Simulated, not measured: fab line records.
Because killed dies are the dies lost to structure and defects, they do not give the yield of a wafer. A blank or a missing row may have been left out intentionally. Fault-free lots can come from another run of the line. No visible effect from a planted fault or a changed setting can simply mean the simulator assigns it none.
fab line records	flow sky130
record: lots: 14	wafers: 42	last_day: 50
route steps=708 shown VT_ADJUST_LVTN@115 SONOS_ONO@169 POLY_GATE@222 PAD_OPEN@708
lots that met no fault: taken from a fault-free run of the same line
start_h: the number of hours between the record's first day and the start of the first shown wafer of the lot	wait_h: time in hours since the lot's previous step	" identical to the entry in the row above	L1.1+2: one row covering several wafers at once	- value missing, or start not given	* or withheld: withheld	< > ~ a bound
route shown NAME@n: names a module that has steps shown in the file, with the first one's number in the route	usual: mean/standard deviation taken from wafers without a fault	same: alike in all rows	chamber/n: place in a boat	sites: per-site readings	_std_site: standard deviation of those values	_edge_site: the outer-site mean with the inner-site mean subtracted	radius_mm: for every site, how far away it sits from the centre of the wafer	mask NAME#n: copy n	behind: tool/chamber where the wafer was last shaped	hold: the reason the lot was held/the length of the hold in hours/how it ended	device: transistor that didn't switch, given as n, p or np	end of line: the route-end tests of the same wafers	a step with no rows: only its recipe	killed: the dies lost at the first sort to structure and to defects; this is not the yield of the wafer	map: a wafer's dies, marking killed ones x, the rest . and places with no die _
set.NAME: the setting as run; set.NAME@STEP: as run at that earlier step	model.NAME: the simulator's own value behind a step, which no gauge read
one table for each step of the route and one row for each wafer, over a sample of lots
== steps ==
step: SKY_VT_ADJUST_LVTN_OVL_MEAS_18
usual: VT_ADJUST_LVTN_01_OVL: 1.1/1.5
lot.wafer	tool	chamber	start_h	wait_h	VT_ADJUST_LVTN_01_OVL[nm]
L875.3	overlay-02	-	172.33	0.1	1.8
L875.5	"	-	"	"	2.1
L875.6	"	-	"	"	1.5
L876.1	overlay-02	-	181.27	0.1	-2.0
L876.2	"	-	"	"	-1.6
L876.4	"	-	"	"	-1.9
L877.2	overlay-02	-	189.22	0.1	0.6
L877.3	"	-	"	"	0.9
L877.5	"	-	"	"	2.1
L878.1	overlay-01	-	191.86	0.1	3.5
L878.5	"	-	"	"	2.3
L878.6	"	-	"	"	2.1
L879.1	overlay-01	-	198.46	0.1	1.1
L879.3	"	-	"	"	4.2
L879.5	"	-	"	"	2.0
L880.1	overlay-01	-	207.56	0.1	1.3
L880.2	"	-	"	"	1.4
L880.3	"	-	"	"	1.4
L881.1	overlay-02	-	211.07	0.1	1.7
L881.4	"	-	"	"	-0.2
L881.6	"	-	"	"	1.9
L882.1	overlay-02	-	221.72	0.1	1.4
L882.5	"	-	"	"	-0.1
L882.6	"	-	"	"	3.4
L885.2	overlay-01	-	242.72	0.1	4.7
L885.3	"	-	"	"	3.3
L885.5	"	-	"	"	2.1
L886.3	overlay-01	-	245.73	0.1	0.1
L886.4	"	-	"	"	1.9
L886.6	"	-	"	"	1.3
L890.1	overlay-01	-	272.17	0.1	3.3
L890.2	"	-	"	"	2.8
L890.5	"	-	"	"	3.3
L891.1	overlay-01	-	280.27	0.1	0.4
L891.2	"	-	"	"	1.2
L891.6	"	-	"	"	2.4
L892.2	overlay-02	-	292.12	0.1	2.0
L892.5	"	-	"	"	-0.2
L892.6	"	-	"	"	-0.4
L895.3	overlay-01	-	315.48	0.1	1.7
L895.4	"	-	"	"	0.7
L895.5	"	-	"	"	1.9
step: SKY_VT_ADJUST_LVTN_TW_MEAS_21
usual: VT_ADJUST_LVTN_2_TW: 188.2/1
lot.wafer	tool	chamber	start_h	wait_h	VT_ADJUST_LVTN_2_TW
L875.3	film_metro-04	-	172.63	0.1	188.8
L875.5	"	-	"	"	190.2
L875.6	"	-	"	"	188.4
L876.1	film_metro-02	-	181.55	0.1	187.4
L876.2	"	-	"	"	185.9
L876.4	"	-	"	"	186.9
L877.2	film_metro-01	-	189.51	0.1	190.1
L877.3	"	-	"	"	190.1
L877.5	"	-	"	"	188.5
L878.1	film_metro-02	-	192.15	0.1	189.0
L878.5	"	-	"	"	188.7
L878.6	"	-	"	"	189.3
L879.1	film_metro-01	-	198.75	0.1	187.7
L879.3	"	-	"	"	188.5
L879.5	"	-	"	"	188.2
L880.1	film_metro-02	-	207.85	0.1	189.5
L880.2	"	-	"	"	188.7
L880.3	"	-	"	"	189.7
L881.1	film_metro-04	-	211.36	0.1	188.4
L881.4	"	-	"	"	188.2
L881.6	"	-	"	"	188.3
L882.1	film_metro-01	-	222.01	0.1	187.0
L882.5	"	-	"	"	187.6
L882.6	"	-	"	"	187.9
L885.2	film_metro-02	-	243.01	0.1	187.6
L885.3	"	-	"	"	187.6
L885.5	"	-	"	"	188.9
L886.3	film_metro-04	-	246.03	0.1	189.6
L886.4	"	-	"	"	188.7
L886.6	"	-	"	"	188.7
L890.1	film_metro-01	-	272.46	0.1	190.0
L890.2	"	-	"	"	189.8
L890.5	"	-	"	"	189.6
L891.1	film_metro-02	-	280.56	0.1	187.2
L891.2	"	-	"	"	187.2
L891.6	"	-	"	"	187.1
L892.2	film_metro-04	-	292.41	0.1	188.0
L892.5	"	-	"	"	187.3
L892.6	"	-	"	"	186.9
L895.3	film_metro-01	-	315.77	0.1	188.0
L895.4	"	-	"	"	188.2
L895.5	"	-	"	"	188.7
step: SKY_SONOS_ONO_THK_MEAS_01
recipe: reads: SiO2_of_SONOS_ONO_OXIDATION_00
usual: SONOS_ONO_OXIDATION_THK: 2.58/0.061
lot.wafer	tool	chamber	start_h	wait_h	SONOS_ONO_OXIDATION_THK[nm]
L875.3	film_metro-02	-	263.50	0.0	2.67
L875.5	"	-	"	"	2.65
L875.6	"	-	"	"	2.71
L876.1	film_metro-03	-	274.10	0.0	2.65
L876.2	"	-	"	"	2.58
L876.4	"	-	"	"	2.56
L877.2	film_metro-03	-	281.74	0.0	2.70
L877.3	"	-	"	"	2.58
L877.5	"	-	"	"	2.62
L878.1	film_metro-01	-	283.07	0.0	2.49
L878.5	"	-	"	"	2.54
L878.6	"	-	"	"	2.49
L879.1	film_metro-02	-	292.94	0.0	2.59
L879.3	"	-	"	"	2.67
L879.5	"	-	"	"	2.59
L880.1	film_metro-01	-	304.91	0.0	2.54
L880.2	"	-	"	"	2.58
L880.3	"	-	"	"	2.53
L881.1	film_metro-02	-	310.59	0.0	2.53
L881.4	"	-	"	"	2.48
L881.6	"	-	"	"	2.57
L882.1	film_metro-02	-	320.15	0.0	2.50
L882.5	"	-	"	"	2.50
L882.6	"	-	"	"	2.37
L885.2	film_metro-02	-	347.77	0.0	2.52
L885.3	"	-	"	"	2.51
L885.5	"	-	"	"	2.54
L886.3	film_metro-02	-	351.80	0.0	2.53
L886.4	"	-	"	"	2.55
L886.6	"	-	"	"	2.59
L890.1	film_metro-02	-	381.13	0.0	2.49
L890.2	"	-	"	"	2.58
L890.5	"	-	"	"	2.54
L891.1	film_metro-02	-	390.45	0.0	2.59
L891.2	"	-	"	"	2.61
L891.6	"	-	"	"	2.57
L892.2	film_metro-01	-	404.82	0.0	2.50
L892.5	"	-	"	"	2.56
L892.6	"	-	"	"	2.54
L895.3	film_metro-03	-	433.60	0.0	2.69
L895.4	"	-	"	"	2.54
L895.5	"	-	"	"	2.62
step: SKY_POLY_GATE_COAT_08
recipe: resist: KrF-thick	spin_rpm: 3000	resist_thk_nm: 450
usual: spin_speed_rpm: 2999.9/1.8
lot.wafer	tool	chamber	start_h	wait_h	spin_speed_rpm
L875.3	litho_track-03	0	366	-	2999.2
L875.5	"	0	"	"	3001.1
L875.6	"	0	"	"	3000.0
L876.1	litho_track-04	0	380	-	2999.1
L876.2	"	0	"	"	2999.4
L876.4	"	0	"	"	2997.3
L877.2	litho_track-03	0	389	-	2997.9
L877.3	"	0	"	"	2999.1
L877.5	"	0	"	"	2999.5
L878.1	litho_track-04	0	391	-	2998.3
L878.5	"	0	"	"	3001.4
L878.6	"	0	"	"	2996.1
L879.1	litho_track-01	0	401	-	3001.6
L879.3	"	0	"	"	2998.0
L879.5	"	0	"	"	2998.5
L880.1	litho_track-04	0	412	-	3000.8
L880.2	"	0	"	"	2998.9
L880.3	"	0	"	"	2999.0
L881.1	litho_track-04	0	420	-	2999.8
L881.4	"	0	"	"	3001.7
L881.6	"	0	421	-	3003.6
L882.1	litho_track-03	0	432	-	2995.1
L882.5	"	0	"	"	2997.5
L882.6	"	0	"	"	2996.6
L885.2	litho_track-01	0	462	-	2997.5
L885.3	"	0	463	-	2999.1
L885.5	"	0	"	"	2998.8
L886.3	litho_track-03	0	468	-	3000.6
L886.4	"	0	"	"	3003.4
L886.6	"	0	"	"	2999.4
L890.1	litho_track-04	0	500	-	3000.5
L890.2	"	0	"	"	3001.1
L890.5	"	0	"	"	3002.1
L891.1	litho_track-03	0	504	-	2945.0
L891.2	"	0	"	"	2943.2
L891.6	"	0	505	-	2943.4
L892.2	litho_track-03	0	520	-	2944.0
L892.5	"	0	"	"	2944.4
L892.6	"	0	"	"	2945.8
L895.3	litho_track-04	0	549	-	2999.5
L895.4	"	0	"	"	3000.1
L895.5	"	0	"	"	3002.1
step: SKY_PAD_OPEN_PROBE_99
usual: killed_at_M0_to_M3: 43/7	killed_at_M4_up: 3.0/1.9	killed_at_contacts: 24/4.6	killed_at_front_end: 15/4.1	killed_at_other: 0.3/0.52	killed_dies: 84/9.7	killed_open: 46/6.9	killed_short: 38/6.8
same: gross_dies: 492	killed_at_back_side: 0
lot.wafer	tool	chamber	start_h	wait_h	killed_at_M0_to_M3	killed_at_M4_up	killed_at_contacts	killed_at_front_end	killed_at_other	killed_dies	killed_open	killed_short
L875.3	prober-01	-	1084.59	0.2	41	1	24	20	1	87	44	43
L875.5	prober-01	-	1084.69	0.2	41	3	23	21	1	89	56	33
L875.6	prober-01	-	1084.74	0.2	37	4	22	18	0	81	46	33
L880.1	prober-02	-	1116.20	0.1	53	1	24	14	0	92	45	46
L880.2	prober-02	-	1116.25	0.1	52	2	26	21	0	101	53	47
L880.3	prober-02	-	1116.30	0.2	40	1	28	18	1	88	43	45
L881.1	prober-01	-	1120.15	0.1	41	2	21	12	0	76	41	35
L881.4	prober-01	-	1120.30	0.2	50	4	25	13	0	92	57	35
L881.6	prober-01	-	1120.40	0.2	40	3	28	11	0	82	49	33
L892.2	prober-01	-	1178.76	0.1	34	1	28	18	0	81	39	42
L892.5	prober-01	-	1178.91	0.2	42	5	26	16	0	89	39	46
L892.6	prober-01	-	1178.96	0.2	37	2	21	15	1	76	38	35
L895.3	prober-02	-	1194.68	0.2	41	3	25	11	0	80	37	43
L895.4	prober-02	-	1194.73	0.2	40	4	30	14	0	88	37	51
L895.5	prober-02	-	1194.78	0.2	39	2	28	17	0	86	50	36
killed by level:class
L875.3 CONTACT:geometric_particle:open=9 VIA1:geometric_particle:short=9 VIA2:geometric_particle:open=7 LI_CONTACT:geometric_particle:open=6 POLY_GATE:geometric_particle:open=5 METAL2:geometric_particle:short=5 VIA3:geometric_particle:open=5 FIELD_ISO:geometric_particle:short=4
L875.5 VIA1:geometric_particle:open=14 FIELD_ISO:geometric_particle:open=8 CONTACT:geometric_particle:open=8 POLY_GATE:geometric_particle:open=6 VIA3:geometric_particle:open=6 VIA2:geometric_particle:open=5 LI_CONTACT:geometric_particle:open=5 CONTACT:geometric_particle:short=5
L875.6 CONTACT:geometric_particle:open=10 VIA1:geometric_particle:open=10 FIELD_ISO:geometric_particle:open=5 VIA1:geometric_particle:short=5 VIA2:geometric_particle:open=5 VIA3:geometric_particle:open=5 LI_CONTACT:geometric_particle:open=4 CONTACT:geometric_particle:short=4
L880.1 VIA2:geometric_particle:open=11 VIA1:geometric_particle:short=11 CONTACT:geometric_particle:open=10 VIA3:geometric_particle:open=7 METAL1:geometric_particle:short=6 CONTACT:geometric_particle:short=5 VIA2:geometric_particle:short=5 FIELD_ISO:geometric_particle:open=4
L880.2 CONTACT:geometric_particle:open=10 VIA1:geometric_particle:open=8 METAL1:geometric_particle:short=7 VIA2:geometric_particle:open=7 LI_CONTACT:geometric_particle:open=7 VIA1:geometric_particle:short=6 METAL2:geometric_particle:short=6 VIA3:geometric_particle:open=6
L880.3 LI_CONTACT:geometric_particle:open=9 CONTACT:geometric_particle:open=7 FIELD_ISO:geometric_particle:short=6 VIA1:geometric_particle:open=6 METAL1:geometric_particle:short=5 VIA2:geometric_particle:open=5 VIA1:geometric_particle:short=5 VIA3:geometric_particle:open=5
L881.1 VIA1:geometric_particle:open=11 METAL2:geometric_particle:short=8 CONTACT:geometric_particle:open=7 VIA2:geometric_particle:open=7 LOCAL_INTERCONNECT:geometric_particle:short=4 LI_CONTACT:geometric_particle:open=4 POLY_GATE:geometric_particle:open=3 LI_CONTACT:geometric_particle:short=3
L881.4 VIA1:geometric_particle:open=20 LI_CONTACT:geometric_particle:open=9 VIA2:geometric_particle:open=9 CONTACT:geometric_particle:open=8 METAL1:geometric_particle:short=5 FIELD_ISO:geometric_particle:short=4 SPACER:geometric_particle:short=4 VIA3:geometric_particle:open=4
L881.6 CONTACT:geometric_particle:open=13 VIA1:geometric_particle:open=9 VIA3:geometric_particle:open=9 LI_CONTACT:geometric_particle:open=6 VIA1:geometric_particle:short=5 CONTACT:geometric_particle:short=4 LOCAL_INTERCONNECT:geometric_particle:short=4 VIA3:geometric_particle:short=4
L892.2 CONTACT:geometric_particle:open=10 VIA1:geometric_particle:open=9 VIA2:geometric_particle:short=8 POLY_GATE:geometric_particle:short=7 CONTACT:geometric_particle:short=7 LI_CONTACT:geometric_particle:open=6 VIA1:geometric_particle:short=5 VIA2:geometric_particle:open=5
L892.5 CONTACT:geometric_particle:open=12 VIA1:geometric_particle:open=7 VIA2:geometric_particle:short=7 FIELD_ISO:geometric_particle:short=6 METAL2:geometric_particle:short=6 VIA1:geometric_particle:short=5 VIA2:geometric_particle:open=5 LOCAL_INTERCONNECT:geometric_particle:short=4
L892.6 VIA3:geometric_particle:open=7 VIA1:geometric_particle:open=6 LOCAL_INTERCONNECT:geometric_particle:short=6 CONTACT:geometric_particle:open=5 VIA1:geometric_particle:short=5 POLY_GATE:geometric_particle:open=4 LI_CONTACT:geometric_particle:open=4 CONTACT:geometric_particle:short=4
L895.3 VIA1:geometric_particle:open=11 CONTACT:geometric_particle:short=9 CONTACT:geometric_particle:open=8 METAL2:geometric_particle:short=5 POLY_GATE:geometric_particle:open=4 METAL1:geometric_particle:short=4 VIA1:geometric_particle:short=4 VIA2:geometric_particle:short=4
L895.4 CONTACT:geometric_particle:open=10 CONTACT:geometric_particle:short=9 VIA1:geometric_particle:short=9 VIA1:geometric_particle:open=7 METAL2:geometric_particle:short=7 LI_CONTACT:geometric_particle:open=6 POLY_GATE:geometric_particle:short=5 LOCAL_INTERCONNECT:geometric_particle:short=4
L895.5 CONTACT:geometric_particle:open=12 LI_CONTACT:geometric_particle:open=7 VIA1:geometric_particle:open=7 VIA2:geometric_particle:open=6 POLY_GATE:geometric_particle:short=5 METAL2:geometric_particle:short=5 CONTACT:geometric_particle:short=5 FIELD_ISO:geometric_particle:open=4
== key ==
first_sign: step: SKY_POLY_GATE_COAT_08	reading: spin_speed_rpm	direction: down	sigmas: 31	usual: 2999.9	struck: 2944.3
effect none on later readings
met_at SKY_POLY_GATE_COAT_08
struck_lots L891,L892
tester_left_out L891,L892
not_acting_at SKY_VT_ADJUST_LVTN_OVL_MEAS_18,SKY_VT_ADJUST_LVTN_TW_MEAS_21,SKY_SONOS_ONO_THK_MEAS_01
onset_between 468 504
fault: kind: process_parameter_drift	tool: litho_track-03	chamber: -	onset_h: 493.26	steps: SKY_POLY_GATE_COAT_08	channel: spin_rpm	offset: -55.991	shape: step	end_h: 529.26	acts_in: these_recipes_only	stated: 3000
tester_left_out: of these lots the tester's yield and bins aren't shown, on N5 and GAA mostly nor the transistor test; their killed dies are dies lost to structure and defects alone, not to doping, threshold or leakage, so they don't give the yield
